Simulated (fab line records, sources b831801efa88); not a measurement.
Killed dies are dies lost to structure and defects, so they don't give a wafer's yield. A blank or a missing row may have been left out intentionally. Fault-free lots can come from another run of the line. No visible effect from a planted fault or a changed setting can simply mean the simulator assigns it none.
Which of the tools did it? -- flow gf180mcu -- 18 wafers from 6 lots sampled at 5 of the route's 602 steps

## WHAT THE GAUGES READ, wafer by wafer
GF_MIM_THK_MEAS_06.
lot,measured,on,MIM_CVD_05_THK (nm)
L222,day 25 03:26,film_metro-03,41.4 41.8 41.5
L224,day 26 00:35,film_metro-03,83.5 83.9 84.5
L236,day 29 17:58,film_metro-04,41.3 41.4 41.7
L238,day 30 00:53,film_metro-03,42.2 42.3 43.4
L240,day 30 15:44,film_metro-03,42.5 42.3 43.4
L242,day 31 01:40,film_metro-03,42.2 42.6 42.2

## EACH LOT AND THE TOOL THAT RAN IT (in order: tool; ch and the chambers of the sampled wafers; start)
lot,GF_M4_SPUTTER_04,GF_V4_STRIP_18,GF_MIM_SPUTTER_04,GF_MIM_CVD_05
L222,"pvd_sputter-01, day 23 04:16","plasma_asher-01 ch 0,1, day 25 01:57","pvd_sputter-02, day 25 03:22","pecvd-04 ch 0,1,2, day 25 03:24"
L224,"pvd_sputter-04, day 24 01:43","plasma_asher-01 ch 0,1, day 25 22:54","pvd_sputter-02, day 26 00:19","pecvd-03 ch 0,1, day 26 00:22"
L236,"pvd_sputter-01, day 27 20:48","plasma_asher-04 ch 0,1, day 29 16:27","pvd_sputter-02, day 29 17:53","pecvd-04 ch 0,1,2, day 29 17:56"
L238,"pvd_sputter-01, day 28 08:29","plasma_asher-01 ch 0,1, day 29 23:08","pvd_sputter-02, day 30 00:49","pecvd-02 ch 0,1, day 30 00:52"
L240,"pvd_sputter-01, day 29 00:45","plasma_asher-04 ch 0,1, day 30 14:15","pvd_sputter-02, day 30 15:40","pecvd-02 ch 1,2, day 30 15:42"
L242,"pvd_sputter-01, day 29 10:08","plasma_asher-01 ch 0,1, day 31 00:12","pvd_sputter-02, day 31 01:35","pecvd-02 ch 0,1,2, day 31 01:37"
- GF_M4_SPUTTER_04: material TiN, target thk 50 nm, time 41.7 s.
- GF_V4_STRIP_18: strips in O2/N2.
- GF_MIM_SPUTTER_04: material TiN, target thk 50 nm, time 41.7 s.
- GF_MIM_CVD_05: deposits Si3N4, target thk 42 nm, time 29.086 s.

## THE ANSWER, worked out from the rows above alone
Rule: the usual values come from the lots themselves. Put in order of their means at a reading, lots are off if they are a third of the lots or fewer, leave a main group of 4 or more, and stand apart from it by a gap of 3 or more times the standard deviation of the main group's means; of several such gaps the widest counts. Not used: any main group whose means are identical at the precision the tables above print for the reading. Also off: a lot with no number at a reading for which 4 or more lots have one. Where the step has rows for the other lots, those lots are counted as sound.
Off: L224, seen at GF_MIM_THK_MEAS_06 (MIM_CVD_05_THK). Main group: mean 42.1 nm, sd 0.53.
If a tool, at a process step before that reading, ran all the lots that are off and no sound lot after the first of them, it fits. The gauges at GF_MIM_THK_MEAS_06 are tried like those tools. 2 tools fit, pvd_sputter-04 at GF_M4_SPUTTER_04 and pecvd-03 at GF_MIM_CVD_05, so this cannot tell which one it is.

## WHAT HAD BEEN PUT IN BY THE SIMULATOR
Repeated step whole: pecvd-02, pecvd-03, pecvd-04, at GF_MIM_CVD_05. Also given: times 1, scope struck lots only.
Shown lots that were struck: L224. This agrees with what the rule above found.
